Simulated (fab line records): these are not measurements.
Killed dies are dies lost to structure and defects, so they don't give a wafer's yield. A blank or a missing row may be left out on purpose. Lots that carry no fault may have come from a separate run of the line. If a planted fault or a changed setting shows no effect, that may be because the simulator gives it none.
Chamber matching | flow sky130 | 4 sister chambers for SKY_FIELD_ISO_ETCH_15 on rie_diel-04
The step etches the open film in CHF3/O2, stops on Si, target depth 180 nm, time 72 s. 8 wafers are shown with their chamber, then 7 later ones without.

EACH WAFER AND ITS CHAMBER
wafer  | chamber | drypump_motor_current_A (A) | throttle_valve_pct (%)
L919.2 | 2       | 5.7                         | 8.828
L919.6 | 2       | 5.7                         | 8.837
L929.1 | 1       | 5.6                         | 8.868
L929.2 | 3       | 5.5                         | 8.863
L930.2 | 3       | 5.6                         | 8.856
L930.6 | 0       | 6.7                         | 8.842
L931.1 | 1       | 5.6                         | 8.852
L931.4 | 0       | 6.7                         | 8.836

WAFERS WITHOUT THEIR CHAMBER
wafer  | drypump_motor_current_A (A) | throttle_valve_pct (%)
L931.5 | 5.7                         | 8.834
L933.1 | 5.7                         | 8.831
L933.2 | 6.7                         | 8.830
L933.5 | 5.7                         | 8.850
L934.1 | 6.6                         | 8.851
L934.5 | 6.7                         | 8.868
L934.6 | 5.6                         | 8.852

WHICH CHAMBER EACH ONE RAN IN
wafer  | from the rows above     | in truth
L931.5 | 2                       | 2
L933.1 | 2                       | 2
L933.2 | 0                       | 0
L933.5 | can't be placed: 2 or 1 | 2
L934.1 | 0                       | 0
L934.5 | 0                       | 0
L934.6 | can't be placed: 1 or 3 | 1
Correctly placed: 5 of 7. These rows do not allow placing 2 (true chamber among the candidates in 2). Number placed wrongly: 0.
How it was worked out, from the rows above alone: a wafer's distance from a chamber is the root of the sum, over the readings, of the square of ((its reading less the chamber's mean) divided by the reading's scatter). The wafer belongs to the nearest chamber; if the next one is less than 2 further off, it can't be placed. A chamber's mean is the mean of its shown wafers. How the scatter is found: for the shown wafers, subtract from each reading the mean of its chamber, square and add these, divide the total by (wafers less chambers), then take the root.
